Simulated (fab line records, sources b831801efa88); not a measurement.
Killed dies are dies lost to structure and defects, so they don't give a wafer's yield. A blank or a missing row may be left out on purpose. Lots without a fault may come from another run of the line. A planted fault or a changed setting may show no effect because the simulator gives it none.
Which tool did it? | flow gf180mcu | 13 lots, 39 wafers sampled, at 4 steps of a route of 602

WHAT THE GAUGES READ, wafer by wafer
GF_NWELL_OVL_MEAS_07. Usual: NWELL_OVL 0.9 nm, standard deviation 1.6.
lot  | measured    | on         | NWELL_OVL (nm) | flag
L614 | day 3 05:55 | overlay-02 | 1.5 1.4 0.4    |
L615 | day 3 09:46 | overlay-02 | -0.6 1.2 -0.2  |
L616 | day 4 00:51 | overlay-02 | 1.6 1.1 1.4    |
L617 | day 4 05:55 | overlay-01 | 2.0 3.0 2.4    |
L621 | day 5 01:43 | overlay-02 | -1.0 -0.9 0.4  |
L622 | day 5 05:01 | overlay-01 | 2.3 3.7 2.7    |
L625 | day 5 18:30 | overlay-02 | 0.2 0.0 -0.1   |
L626 | day 6 00:19 | overlay-01 | -0.7 -0.7 -1.0 |
L628 | day 6 11:07 | overlay-01 | 0.1 0.3 0.7    |
L630 | day 6 23:04 | overlay-02 | 2.0 1.8 3.3    |
L631 | day 7 05:04 | overlay-02 | -1.0 -0.3 -0.9 |
L634 | day 7 21:25 | overlay-01 | 2.0 3.0 1.0    |
L637 | day 8 17:21 | overlay-02 | -0.4 0.9 0.5   |

GF_VT_IMPLANT_TW_MEAS_10. Usual: VT_IMPLANT_TW 565, standard deviation 3.5.
lot  | measured     | on            | VT_IMPLANT_TW | flag
L614 | day 5 12:37  | film_metro-03 | 564 566 566   |
L615 | day 5 18:40  | film_metro-04 | 567 566 569   |
L616 | day 6 10:59  | film_metro-02 | 560 563 563   |
L617 | day 6 17:50  | film_metro-04 | 565 563 566   |
L621 | day 7 14:52  | film_metro-02 | 557 557 553   |
L622 | day 7 21:04  | film_metro-03 | 571 567 570   |
L625 | day 8 11:29  | film_metro-02 | 645 642 643   | OFF
L626 | day 8 15:59  | film_metro-02 | 639 642 644   | OFF
L628 | day 9 06:41  | film_metro-02 | 563 562 563   |
L630 | day 9 17:13  | film_metro-04 | 567 569 567   |
L631 | day 10 08:29 | film_metro-02 | 560 563 564   |
L634 | day 10 18:25 | film_metro-03 | 567 568 567   |
L637 | day 11 15:59 | film_metro-04 | 568 566 568   |

GF_CONTACT_THK_MEAS_03. Usual: CONTACT_CVD_02_THK 860 nm, standard deviation 11.
lot  | measured     | on            | CONTACT_CVD_02_THK (nm) | flag
L614 | day 15 01:43 | film_metro-03 | 875 878 875             |
L615 | day 15 11:31 | film_metro-03 | 855 869 867             |
L616 | day 16 07:11 | film_metro-03 | 862 869 863             |
L617 | day 16 16:45 | film_metro-04 | 859 878 862             |
L621 | day 17 20:57 | film_metro-03 | 855 858 868             |
L622 | day 18 07:40 | film_metro-04 | 860 869 872             |
L625 | day 19 02:28 | film_metro-04 | 848 844 853             |
L626 | day 19 06:40 | film_metro-03 | 845 846 863             |
L628 | day 20 06:52 | film_metro-03 | 855 859 867             |
L630 | day 21 03:17 | film_metro-01 | 859 869 868             |
L631 | day 22 00:10 | film_metro-01 | 845 854 853             |
L634 | day 22 10:16 | film_metro-04 | 859 874 871             |
L637 | day 23 15:31 | film_metro-03 | 864 855 857             |

WHICH TOOL RAN EACH LOT (tool, then ch and the chambers of the sampled wafers, then the start)
lot  | GF_VT_IMPLANT_IMPLANT_08
L614 | implanter-03 ch 0, day 5 12:25
L615 | implanter-04 ch 0, day 5 18:26
L616 | implanter-04 ch 0, day 6 10:44
L617 | implanter-04 ch 0, day 6 17:35
L621 | implanter-04 ch 0, day 7 14:37
L622 | implanter-04 ch 0, day 7 20:52
L625 | implanter-03 ch 0, day 8 11:14
L626 | implanter-03 ch 0, day 8 15:44
L628 | implanter-04 ch 0, day 9 06:26
L630 | implanter-04 ch 0, day 9 16:59
L631 | implanter-02 ch 0, day 10 08:13
L634 | implanter-02 ch 0, day 10 18:10
L637 | implanter-04 ch 0, day 11 15:44
- GF_VT_IMPLANT_IMPLANT_08

WHAT THE TOOLS THEMSELVES READ (means of the sampled wafers that have a number; where no wafer has one, the mark that the record gives instead)
GF_VT_IMPLANT_IMPLANT_08. Usual: dose_ions_cm2 8.288e+12, standard deviation 8e+09; faraday_current_uA 46.9, standard deviation 1.
lot  | tool         | dose_ions_cm2 | faraday_current_uA | flag
L614 | implanter-03 | 8.286e+12     | 47.4               |
L615 | implanter-04 | 8.287e+12     | 46.7               |
L616 | implanter-04 | 8.292e+12     | 47.5               |
L617 | implanter-04 | 8.284e+12     | 46.6               |
L621 | implanter-04 | 8.279e+12     | 46.7               |
L622 | implanter-04 | 8.293e+12     | 46.7               |
L625 | implanter-03 | 1.283e+13     | 73.4               | OFF
L626 | implanter-03 | 1.282e+13     | 74.2               | OFF
L628 | implanter-04 | 8.294e+12     | 46.3               |
L630 | implanter-04 | 8.290e+12     | 46.4               |
L631 | implanter-02 | 8.297e+12     | 47.8               |
L634 | implanter-02 | 8.290e+12     | 47.0               |
L637 | implanter-04 | 8.281e+12     | 46.3               |

THE ANSWER, worked out from the rows above alone
Rule: a lot is off if the mean of its wafers that have a number lies more than 3 standard deviations from the usual mean. A lot without any number at a reading at which 4 lots or more have one is off too. The other lots that the step has rows for count as sound. The gauges are gone through in route order, then the tools' own readings, and for those a lot's mean is taken as printed above. The first step at which some lot is off is used, and at that step the reading that is off furthest; a lot without a number counts as furthest.
Off: L625, L626, at GF_VT_IMPLANT_TW_MEAS_10 (VT_IMPLANT_TW).
A tool fits if, at a process step before that reading, it ran every lot that is off, and no sound lot after the first of them. The gauges at GF_VT_IMPLANT_TW_MEAS_10 aren't tried: what is off there is off at GF_VT_IMPLANT_IMPLANT_08 too, on other tools, and a gauge's error can't cause that. One fits: implanter-03 at GF_VT_IMPLANT_IMPLANT_08. Its last sound lot is L614 (day 5 12:25), its first lot that is off L625 (day 8 11:14): a fault that began between those two fits.
The tool's own readings at GF_VT_IMPLANT_IMPLANT_08 bear it out: on the lots that are off they differ by more than 5 times the standard deviation of the sound lots' means. dose_ions_cm2 reads 1.282e+13 there against 8.288e+12 on the sound lots; faraday_current_uA reads 73.8 there against 46.9 on the sound lots.

WHAT THE SIMULATOR HAD PUT IN
Process parameter drift: implanter-03, from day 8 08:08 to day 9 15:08, at GF_VT_IMPLANT_IMPLANT_08. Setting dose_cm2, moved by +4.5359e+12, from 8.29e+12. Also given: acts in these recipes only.
Lots struck among those shown: L625, L626. The rule above found the same.
